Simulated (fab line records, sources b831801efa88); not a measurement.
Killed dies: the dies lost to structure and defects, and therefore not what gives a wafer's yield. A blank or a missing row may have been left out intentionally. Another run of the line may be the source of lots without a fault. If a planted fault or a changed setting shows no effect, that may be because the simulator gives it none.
Struck lot and sound lot, side by side	flow sfq line	42 steps out of a route of 325
Sound: these wafers, L840.2, L840.3, L840.6. Wafers struck: L856.2, L856.3, L856.4. The cause is named last.
For every step that has rows: the tool of each side, followed by ch and its chambers, followed by its first start. Under that, the readings that differ: sound wafers	struck wafers	difference of the means	sigmas: that difference in standard deviations of wafers without a fault.
alike: a reading whose means differ by less than 2 such deviations, as well as words and numbers matching on both sides. not compared: withheld readings; readings where some wafer has no value; bounds like >300 that might hide an equal value; numbers whose values overlap and for which the record gives no deviation.
The two part at a step that has a row with sigmas, a row that says differs or no value, or rows on one side only. When numbers do not overlap yet have no deviation, they are printed without sigmas and do not part them. A reading that every wafer of one side lacks parts them only if that side has two wafers or more.

first, 6 steps without rows for these wafers: SFQ_TRILAYER_I3_VIA_LITHO_COAT_090 (resist thk 62 nm); SFQ_TRILAYER_I3_VIA_LITHO_COAT_085 (resist thk 650 nm); SFQ_TRILAYER_I3_VIA_LITHO_SOFTBAKE_089; SFQ_TRILAYER_I3_VIA_LITHO_EXPOSE_086 (exposes mask I3, target cd 500 nm); SFQ_TRILAYER_I3_VIA_LITHO_PEB_088 (peb time 60 s); SFQ_TRILAYER_I3_VIA_LITHO_DEVELOP_087 (time 60 s).
SFQ_I3_OVL_MEAS_923:
  sound on overlay-02, day 49 18:51; struck on overlay-01, day 51 07:06
  alike: I3_OVL
then, 2 steps without rows for these wafers: SFQ_TRILAYER_I3_VIA_BARC_OPEN_VIA_ETCH_121 (etches BARC in O2, target depth 125 nm, time 41.7 s); SFQ_TRILAYER_I3_VIA_ETCH_VIA_ETCH_088 (etches SiO2 in CHF3, stops on Nb, target depth 260 nm).
SFQ_TRILAYER_I3_VIA_STRIP_STRIP_089: strips in O2.
  sound on rie metal-04 ch 0,1, day 49 19:02; struck on rie metal-01 ch 0,1, day 51 07:17
  alike: chamber pressure mTorr, drypump motor current A, oes product au
  not compared: rf hours counter h
then, 2 steps without rows for these wafers: SFQ_TRILAYER_I3_VIA_STRIP_SOLV_CLEAN_090 (cleans in NMP, time 600 s); SFQ_TRILAYER_M4_DEP_PRE_CLEAN_092 (time 22.5 s).
SFQ_TRILAYER_M4_DEP_SPUTTER_091: material Nb, target thk 200 nm, time 133.3 s.
  sound on pvd sputter-04, day 49 19:50; struck on pvd sputter-03, day 51 08:05
reading	sound	struck	difference	sigmas
cathode dc power W (W)	2000.2 1999.9 2000.3	2205.5 2206.1 2205.7	+205.6	+99 or more
model.Nb_of_TRILAYER_M4_DEP_SPUTTER_091.thk nm (nm)	199.8 201.3 200.7	216.6 221.4 220.7	+19.0	
  alike: chamber pressure pa, resputter cathode voltage v, throttle valve pct
SFQ_M4_RS_MEAS_924: a four-point-probe measurement.
  sound on film metro-03, day 49 19:57; struck on film metro-03, day 51 08:12
reading	sound	struck	difference	sigmas
M4_NB_RS (ohm/sq)	0.891 0.883 0.887	0.824 0.803 0.807	-0.076	-7
then, 6 steps without rows for these wafers: SFQ_TRILAYER_M4_LITHO_COAT_098 (resist thk 62 nm); SFQ_TRILAYER_M4_LITHO_COAT_093 (resist thk 600 nm); SFQ_TRILAYER_M4_LITHO_SOFTBAKE_097; SFQ_TRILAYER_M4_LITHO_EXPOSE_094 (exposes mask M4, target cd 500 nm); SFQ_TRILAYER_M4_LITHO_PEB_096 (peb time 60 s); SFQ_TRILAYER_M4_LITHO_DEVELOP_095 (time 60 s).
-- the record jumps here: 5 days lie between the struck wafers' starts before and after --
SFQ_M4_OVL_MEAS_926:
  sound on overlay-02, day 54 06:52; struck on overlay-01, day 56 02:49
  alike: M4_OVL
SFQ_TRILAYER_M4_BARC_OPEN_METAL_ETCH_123: etches BARC in O2, target depth 125 nm, time 41.7 s.
  sound on rie metal-04 ch 0,1, day 54 06:53; struck on rie metal-02 ch 0,1, day 56 02:50
  alike: chamber pressure mTorr, drypump motor current A, oes product au
  not compared: rf hours counter h
SFQ_TRILAYER_M4_ETCH_METAL_ETCH_096: etches Nb in Cl2/Ar, stops on SiO2, target depth 240 nm, time 120 s.
  sound on rie metal-04 ch 0,1, day 54 06:57; struck on rie metal-02 ch 0,1, day 56 02:54
reading	sound	struck	difference	sigmas
oes product au (a.u.)	0.897 0.898 0.895	0.940 0.946 0.947	+0.048	+6
  alike: chamber pressure mTorr, drypump motor current A
  not compared: rf hours counter h
SFQ_TRILAYER_M4_STRIP_STRIP_097: strips in O2.
  sound on rie metal-04 ch 0,1, day 54 07:05; struck on rie metal-02 ch 0,1, day 56 03:02
  alike: chamber pressure mTorr, drypump motor current A, oes product au
  not compared: rf hours counter h
then, 3 steps without rows for these wafers: SFQ_TRILAYER_M4_STRIP_SOLV_CLEAN_098 (cleans in NMP, time 600 s); SFQ_TRILAYER_I4_DEP_PECVD_099 (deposits SiO2 from SiH4/N2O, time 111.11 s, target thk 500 nm); SFQ_TRILAYER_I4_CMP_CMP_100 (polishes SiO2).
SFQ_I4_BOW_MEAS_927:
  sound on film metro-01, day 55 11:10; struck on film metro-04, day 57 01:10
  alike: I4_BOW
SFQ_TRILAYER_I4_METRO_MEASURE_101:
  sound on film metro-01, day 55 11:28; struck on film metro-04, day 57 01:28
  alike: thk nm
then, 6 steps without rows for these wafers: SFQ_TRILAYER_I4_VIA_LITHO_COAT_108 (resist thk 62 nm); SFQ_TRILAYER_I4_VIA_LITHO_COAT_103 (resist thk 650 nm); SFQ_TRILAYER_I4_VIA_LITHO_SOFTBAKE_107; SFQ_TRILAYER_I4_VIA_LITHO_EXPOSE_104 (exposes mask I4, target cd 700 nm); SFQ_TRILAYER_I4_VIA_LITHO_PEB_106 (peb time 60 s); SFQ_TRILAYER_I4_VIA_LITHO_DEVELOP_105 (time 60 s).
-- the record jumps here: 5 days lie between the struck wafers' starts before and after --
SFQ_I4_OVL_MEAS_928:
  sound on overlay-02, day 55 16:50; struck on overlay-02, day 62 12:55
  alike: I4_OVL
SFQ_TRILAYER_I4_VIA_BARC_OPEN_VIA_ETCH_146: etches BARC in O2, target depth 125 nm, time 41.7 s.
  sound on rie diel-01 ch 1,2,3, day 55 16:52; struck on rie diel-03 ch 1,2,3, day 62 12:56
  alike: chamber pressure mTorr, drypump motor current A, oes product au
  not compared: rf hours counter h
then, 4 steps without rows for these wafers: SFQ_TRILAYER_I4_VIA_ETCH_VIA_ETCH_106 (etches SiO2 in CHF3, stops on Nb, target depth 260 nm); SFQ_TRILAYER_I4_VIA_STRIP_STRIP_107 (strips in O2); SFQ_TRILAYER_I4_VIA_STRIP_SOLV_CLEAN_108 (cleans in NMP, time 600 s); SFQ_TRILAYER_JJ_TRILAYER_DEP_PRE_CLEAN_113 (time 22.5 s).
-- the record jumps here: 31 days lie between the struck wafers' starts before and after --
SFQ_M8_BOW_MEAS_951:
  sound on film metro-03, day 83 21:10; struck on film metro-04, day 93 17:26
reading	sound	struck	difference	sigmas
model.etest.m4.ohm um	1.792 1.773 1.784	1.654 1.618 1.622	-0.152	
model.etest.i3.link ohm	1.963 1.954 1.952	1.889 1.876 1.879	-0.075	
model.etest.i4.link ohm	2.192 2.162 2.188	2.119 2.08 2.102	-0.080	
model.etest.m4.ohm sq	0.8917 0.8852 0.8877	0.8227 0.8047 0.8073	-0.0766	
  alike: M8_BOW

## WHERE THEY PART
Earliest at SFQ_TRILAYER_M4_DEP_SPUTTER_091; latest, in this record, at SFQ_TRILAYER_M4_ETCH_METAL_ETCH_096. Later steps at which nothing parts them and some readings are alike: SFQ_TRILAYER_M4_STRIP_STRIP_097, SFQ_I4_BOW_MEAS_927, SFQ_TRILAYER_I4_METRO_MEASURE_101, SFQ_I4_OVL_MEAS_928, SFQ_TRILAYER_I4_VIA_BARC_OPEN_VIA_ETCH_146, SFQ_M8_BOW_MEAS_951.

WHY: the cause the simulator had injected
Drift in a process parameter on pvd sputter-03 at SFQ_TRILAYER_M4_DEP_SPUTTER_091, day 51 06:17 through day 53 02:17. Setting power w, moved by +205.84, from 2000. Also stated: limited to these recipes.
